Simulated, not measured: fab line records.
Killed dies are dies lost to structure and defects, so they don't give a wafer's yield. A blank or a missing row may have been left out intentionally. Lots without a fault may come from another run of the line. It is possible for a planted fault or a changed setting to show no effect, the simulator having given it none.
The tool behind it: which one?    flow gf180mcu    Sampling: 15 lots, 45 wafers, 4 of 602 route steps

## WHAT EACH GAUGE READ, for each wafer
GF_V4_RS_MEAS_24: measures by four-point-probe. Usual: V4_W_RS gives 0.327 ohm/sq (standard deviation 0.0049).
lot   measured      on             V4_W_RS (ohm/sq)   flag
L793  day 24 09:30  film_metro-04  0.336 0.335 0.331  
L794  day 24 18:34  film_metro-04  0.323 0.323 0.320  
L796  day 25 11:53  film_metro-03  0.322 0.328 0.323  
L797  day 25 20:46  film_metro-03  0.333 0.332 0.322  
L798  day 26 02:07  film_metro-01  0.329 0.318 0.332  
L800  day 26 23:02  film_metro-01  0.327 0.334 0.330  
L801  day 27 06:53  film_metro-01  0.331 0.321 0.325  
L810  day 29 22:35  film_metro-01  0.321 0.328 0.321  
L812  day 30 10:22  film_metro-01  0.322 0.323 0.320  
L813  day 30 18:49  film_metro-04  0.322 0.326 0.321  
L814  day 30 22:15  film_metro-04  0.320 0.326 0.319  
L816  day 31 14:28  film_metro-03  0.330 0.326 0.329  

GF_PASSIVATION_THK_MEAS_03. Usual: PASSIVATION_CVD_02_THK gives 701 nm (standard deviation 9).
lot   measured      on             PASSIVATION_CVD_02_THK (nm)  flag
L793  day 28 02:20  film_metro-04  692 690 697                  
L794  day 28 10:05  film_metro-03  689 709 703                  
L796  day 29 01:39  film_metro-03  700 723 716                  
L797  day 29 12:03  film_metro-03  703 709 721                  
L798  day 29 15:05  film_metro-04  694 706 697                  
L800  day 30 09:59  film_metro-04  688 701 697                  
L801  day 30 16:05  film_metro-04  712 691 712                  
L810  day 33 00:58  film_metro-04  698 705 707                  
L812  day 33 11:41  film_metro-01  689 698 702                  
L813  day 33 18:36  film_metro-04  687 710 695                  
L814  day 33 22:10  film_metro-01  688 702 709                  
L816  day 34 12:18  film_metro-03  691 693 709                  

## WHICH TOOL RAN EACH LOT (tool, then ch and the chambers of the sampled wafers, then the start)
lot   GF_SALICIDE_WET_ETCH_07          GF_V3_CMP_26
L793  wet_bench-04 ch 3, day 15 03:19  cmp-01 ch 1,2, day 22 08:35
L794  wet_bench-01 ch 3, day 15 08:25  cmp-02 ch 1,2, day 22 18:08
L796  wet_bench-03 ch 3, day 16 03:34  cmp-01 ch 0,2,3, day 23 12:44
L797  wet_bench-03 ch 0, day 16 13:08  cmp-02 ch 0,1,2, day 23 22:56
L798  wet_bench-01 ch 2, day 16 21:54  cmp-01 ch 2,3, day 24 04:38
L800  wet_bench-04 ch 3, day 17 18:44  cmp-02 ch 0,1,2, day 25 02:55
L801  wet_bench-03 ch 0, day 18 03:55  cmp-01 ch 1,3, day 25 10:14
L807  wet_bench-03 ch 0, day 20 07:51  -
L808  wet_bench-01 ch 3, day 20 18:16  -
L809  wet_bench-04 ch 2, day 21 02:44  -
L810  wet_bench-04 ch 1, day 21 09:55  cmp-02 ch 0,1,3, day 28 05:23
L812  wet_bench-03 ch 3, day 22 03:35  cmp-02 ch 2,3, day 28 18:25
L813  wet_bench-01 ch 2, day 22 12:38  cmp-01 ch 0,2, day 29 03:02
L814  wet_bench-03 ch 3, day 22 18:22  cmp-01 ch 0,1,2, day 29 07:04
L816  wet_bench-03 ch 0, day 23 12:46  cmp-02 ch 2,3, day 30 00:22
- GF_SALICIDE_WET_ETCH_07: etches the open film in SPM, target depth 120 nm.
- GF_V3_CMP_26: polishes, stops on SiO2, t overpolish 15 s, target thk 0 nm.

## WHAT THE TOOLS THEMSELVES READ (means of the sampled wafers that have a number; where no wafer has one, the mark that the record gives instead)
GF_V3_CMP_26. Usual: motor_current_A 11.3 A, standard deviation 1.3; overpolish_run_s 14.999 s, standard deviation 0.0088; time_to_endpoint_s 87 s, standard deviation 3.8.
lot   tool    motor_current_A (A)  overpolish_run_s (s)  time_to_endpoint_s (s)  flag
L793  cmp-01  12.1                 14.999                81                      
L794  cmp-02  11.7                 15.006                86                      
L796  cmp-01  11.0                 14.995                86                      
L797  cmp-02  12.0                 14.995                88                      
L798  cmp-01  11.3                 15.001                85                      
L800  cmp-02  12.1                 14.994                87                      
L801  cmp-01  11.8                 15.001                86                      
L810  cmp-02  11.7                 14.992                88                      
L812  cmp-02  9.5                  15.004                88                      
L813  cmp-01  11.0                 14.989                83                      
L814  cmp-01  11.4                 14.998                86                      
L816  cmp-02  9.8                  14.997                92                      

## THE ANSWER, worked out from the rows above alone
Rule: lot off if the mean of its wafers having a number is beyond 3 standard deviations from the usual mean. Also off: a lot with no number at a reading for which 4 or more lots have one. Any other lot the step has rows for is counted as sound. First the gauges in route order, then the tools' own readings, where a lot's mean is used as printed above. At the first step where some lot is off, the reading lying furthest off is the one used; lots without a number count as furthest.
Nothing can be told from this: no lot is off at any reading shown.

## WHAT HAD BEEN PUT IN BY THE SIMULATOR
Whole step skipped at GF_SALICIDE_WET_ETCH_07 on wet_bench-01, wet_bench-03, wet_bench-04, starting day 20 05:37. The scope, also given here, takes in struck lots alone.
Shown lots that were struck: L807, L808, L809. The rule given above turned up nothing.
